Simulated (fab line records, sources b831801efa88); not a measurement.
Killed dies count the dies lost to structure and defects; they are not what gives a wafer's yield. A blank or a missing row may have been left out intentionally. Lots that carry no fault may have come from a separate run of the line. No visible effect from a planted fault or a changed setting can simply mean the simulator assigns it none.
Which tool was responsible? | flow gf180mcu | 12 lots with 36 wafers sampled at 6 steps, on a route of 602 steps

WHAT THE GAUGES READ, wafer by wafer
GF_VT_IMPLANT_RS_MEAS_49: the measuring method here is four-point-probe. Usual: MVPSD_RS 1169 ohm/sq, standard deviation 3.2.
lot  | measured     | on            | MVPSD_RS (ohm/sq) | flag
L825 | day 7 19:58  | film_metro-02 | 1162 1166 1165    |
L826 | day 8 02:41  | film_metro-01 | 1169 1165 1170    |
L828 | day 8 18:28  | film_metro-02 | 1173 1173 1170    |
L829 | day 9 00:52  | film_metro-02 | 1169 1171 1170    |
L830 | day 9 09:45  | film_metro-01 | 1173 1174 1170    |
L831 | day 9 14:22  | film_metro-02 | 1169 1167 1168    |
L834 | day 10 06:13 | film_metro-01 | 1170 1170 1168    |
L835 | day 10 16:16 | film_metro-02 | 1167 1169 1172    |
L837 | day 11 07:46 | film_metro-02 | 1175 1171 1167    |
L841 | day 12 06:29 | film_metro-02 | 1164 1163 1164    |
L844 | day 13 07:46 | film_metro-01 | 1168 1165 1170    |
L847 | day 14 09:05 | film_metro-02 | 1168 1170 1171    |

GF_POLY_GATE_THK_MEAS_01. Usual: POLY_GATE_CVD_00_THK 199.8 nm, standard deviation 2.
lot  | measured     | on            | POLY_GATE_CVD_00_THK (nm) | flag
L825 | day 8 23:14  | film_metro-01 | 198.3 196.8 196.6         |
L826 | day 9 03:25  | film_metro-01 | 199.6 201.3 198.1         |
L828 | day 9 19:16  | film_metro-01 | 200.5 201.3 199.2         |
L829 | day 10 00:11 | film_metro-03 | 198.0 199.6 197.8         |
L830 | day 10 08:25 | film_metro-02 | 200.8 201.5 203.2         |
L831 | day 10 12:58 | film_metro-02 | 196.4 194.8 196.9         |
L834 | day 11 10:00 | film_metro-02 | 200.3 199.2 199.2         |
L835 | day 11 16:53 | film_metro-03 | 197.9 199.6 199.2         |
L837 | day 12 10:39 | film_metro-03 | 200.9 200.4 199.1         |
L841 | day 13 08:44 | film_metro-01 | 197.4 198.8 194.4         |
L844 | day 14 09:43 | film_metro-02 | 201.7 201.0 201.5         |
L847 | day 15 10:50 | film_metro-03 | 198.6 198.7 197.9         |

GF_HV_LDD_TW_MEAS_11. Usual: HV_LDD_TW 2424, standard deviation 14.
lot  | measured     | on            | HV_LDD_TW      | flag
L825 | day 10 13:05 | film_metro-01 | 2407 2401 2418 |
L826 | day 10 18:13 | film_metro-04 | 2446 2423 2426 |
L828 | day 11 09:53 | film_metro-04 | 2423 2424 2434 |
L829 | day 11 14:10 | film_metro-01 | 2410 2426 2419 |
L830 | day 12 01:38 | film_metro-02 | 2424 2413 2424 |
L831 | day 12 04:40 | film_metro-01 | 2416 2405 2412 |
L834 | day 13 04:19 | film_metro-04 | 1939 1942 1938 | OFF
L835 | day 13 11:19 | film_metro-01 | 2417 2414 2411 |
L837 | day 14 03:35 | film_metro-04 | 1951 1962 1942 | OFF
L841 | day 15 03:43 | film_metro-01 | 2407 2413 2423 |
L844 | day 16 06:46 | film_metro-02 | 2418 2396 2434 |
L847 | day 17 09:17 | film_metro-01 | 2423 2433 2438 |

GF_HV_LDD_RS_MEAS_53: the measuring method here is four-point-probe. Usual: HV_LDD_RS 418.8 ohm/sq, standard deviation 0.99.
lot  | measured     | on            | HV_LDD_RS (ohm/sq) | flag
L825 | day 12 22:56 | film_metro-02 | 420.0 419.4 418.9  |
L826 | day 13 04:34 | film_metro-02 | 417.9 418.0 418.9  |
L828 | day 13 22:05 | film_metro-01 | 419.5 418.5 418.5  |
L829 | day 14 02:44 | film_metro-01 | 419.3 419.7 418.9  |
L830 | day 14 15:07 | film_metro-01 | 418.6 420.1 418.3  |
L831 | day 14 19:03 | film_metro-02 | 419.0 418.7 419.6  |
L834 | day 15 20:26 | film_metro-01 | 559.5 558.4 559.4  | OFF
L835 | day 16 03:15 | film_metro-02 | 418.5 418.7 418.7  |
L837 | day 16 21:46 | film_metro-01 | 562.1 561.9 562.4  | OFF
L841 | day 18 01:10 | film_metro-04 | 421.1 420.0 420.2  |
L844 | day 19 05:08 | film_metro-02 | 417.9 419.2 419.3  |
L847 | day 20 11:00 | film_metro-01 | 416.8 416.9 417.5  |

TOOL THAT RAN EACH LOT (tool first, then ch and the chambers of the sampled wafers, then the start)
lot  | GF_HV_LDD_IMPLANT_09            | GF_HV_LDD_STRIP_10
L825 | implanter-02 ch 0, day 10 12:52 | plasma_asher-01 ch 0,1, day 10 12:59
L826 | implanter-03 ch 0, day 10 17:59 | plasma_asher-02 ch 0,1, day 10 18:07
L828 | implanter-03 ch 0, day 11 09:38 | plasma_asher-02 ch 0,1, day 11 09:47
L829 | implanter-01 ch 0, day 11 13:55 | plasma_asher-03 ch 0, day 11 14:04
L830 | implanter-03 ch 0, day 12 01:24 | plasma_asher-03 ch 0,1, day 12 01:31
L831 | implanter-01 ch 0, day 12 04:25 | plasma_asher-02 ch 0, day 12 04:34
L834 | implanter-03 ch 0, day 13 04:04 | plasma_asher-03 ch 0,1, day 13 04:13
L835 | implanter-02 ch 0, day 13 11:04 | plasma_asher-01 ch 0,1, day 13 11:13
L837 | implanter-03 ch 0, day 14 03:22 | plasma_asher-02 ch 0,1, day 14 03:29
L841 | implanter-02 ch 0, day 15 03:29 | plasma_asher-03 ch 0,1, day 15 03:37
L844 | implanter-01 ch 0, day 16 06:31 | plasma_asher-03 ch 0,1, day 16 06:40
L847 | implanter-02 ch 0, day 17 09:03 | plasma_asher-02 ch 0,1, day 17 09:10
- GF_HV_LDD_IMPLANT_09
- GF_HV_LDD_STRIP_10: strips in O2/N2.

AS READ BY THE TOOLS THEMSELVES (means over the sampled wafers that have a number; for cases with no such wafer, the mark the record gives instead)
GF_HV_LDD_IMPLANT_09. Usual: dose_ions_cm2 1.0002e+14, standard deviation 1e+11; faraday_current_uA 563, standard deviation 11.
lot  | tool         | dose_ions_cm2 | faraday_current_uA | flag
L825 | implanter-02 | 9.9987e+13    | 564                |
L826 | implanter-03 | 9.9967e+13    | 561                |
L828 | implanter-03 | 9.9947e+13    | 571                |
L829 | implanter-01 | 1.0006e+14    | 555                |
L830 | implanter-03 | 9.9917e+13    | 561                |
L831 | implanter-01 | 9.9953e+13    | 567                |
L834 | implanter-03 | 4.4743e+13    | 257                | OFF
L835 | implanter-02 | 1.0007e+14    | 567                |
L837 | implanter-03 | 4.4753e+13    | 246                | OFF
L841 | implanter-02 | 1.0015e+14    | 564                |
L844 | implanter-01 | 1.0002e+14    | 563                |
L847 | implanter-02 | 9.9920e+13    | 550                |

GF_HV_LDD_STRIP_10. Usual: drypump_motor_current_A 5.92 A, standard deviation 0.26; heater_power_w 302 W, standard deviation 18; oes_product_au 0.716 a.u., standard deviation 0.0045; strip_time_to_endpoint_s 12.65 s, standard deviation 0.034.
lot  | tool            | drypump_motor_current_A (A) | heater_power_w (W) | oes_product_au (a.u.) | strip_time_to_endpoint_s (s) | flag
L825 | plasma_asher-01 | 5.86                        | 318                | 0.715                 | 12.61                        |
L826 | plasma_asher-02 | 5.97                        | 315                | 0.719                 | 12.63                        |
L828 | plasma_asher-02 | 5.95                        | 323                | 0.716                 | 12.66                        |
L829 | plasma_asher-03 | 5.78                        | 284                | 0.716                 | 12.66                        |
L830 | plasma_asher-03 | 5.80                        | 285                | 0.714                 | 12.70                        |
L831 | plasma_asher-02 | 6.46                        | 328                | 0.718                 | 12.66                        |
L834 | plasma_asher-03 | 5.83                        | 288                | 0.717                 | 12.68                        |
L835 | plasma_asher-01 | 5.95                        | 310                | 0.716                 | 12.64                        |
L837 | plasma_asher-02 | 5.95                        | 321                | 0.716                 | 12.65                        |
L841 | plasma_asher-03 | 5.84                        | 288                | 0.717                 | 12.64                        |
L844 | plasma_asher-03 | 5.84                        | 286                | 0.719                 | 12.64                        |
L847 | plasma_asher-02 | 6.23                        | 325                | 0.719                 | 12.56                        |

THE ANSWER, worked out from the rows above alone
Rule: a lot is off if the mean of its wafers that have a number lies more than 3 standard deviations from the usual mean. A lot without any number at a reading at which 4 lots or more have one is off too. The other lots that the step has rows for count as sound. First the gauges in route order, then the tools' own readings, where a lot's mean is used as printed above. The first step at which some lot is off is used, and at that step the reading that is off furthest; a lot without a number counts as furthest.
Off: L834, L837, seen at GF_HV_LDD_TW_MEAS_11 (HV_LDD_TW).
If a tool, at a process step before that reading, ran all the lots that are off and no sound lot after the first of them, it fits. The gauges at GF_HV_LDD_TW_MEAS_11 aren't tried: what is off there is off at GF_HV_LDD_RS_MEAS_53 too, on other tools, and a gauge's error can't cause that. One fits: GF_HV_LDD_IMPLANT_09 on implanter-03. A fault onset in the window from L830 (day 12 01:24, its last sound lot) to L834 (day 13 04:04, its first lot off) fits.
The tool's own readings at GF_HV_LDD_IMPLANT_09 bear it out: on the lots that are off they differ by more than 5 times the standard deviation of the sound lots' means. dose_ions_cm2 reads 4.4748e+13 there against 9.9999e+13 on the sound lots; faraday_current_uA reads 252 there against 562 on the sound lots.

WHAT HAD BEEN PUT IN BY THE SIMULATOR
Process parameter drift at GF_HV_LDD_IMPLANT_09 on implanter-03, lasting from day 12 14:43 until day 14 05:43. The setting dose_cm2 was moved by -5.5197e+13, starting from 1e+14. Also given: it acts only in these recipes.
Struck lots among those shown: L834, L837. The rule given above showed the same thing.
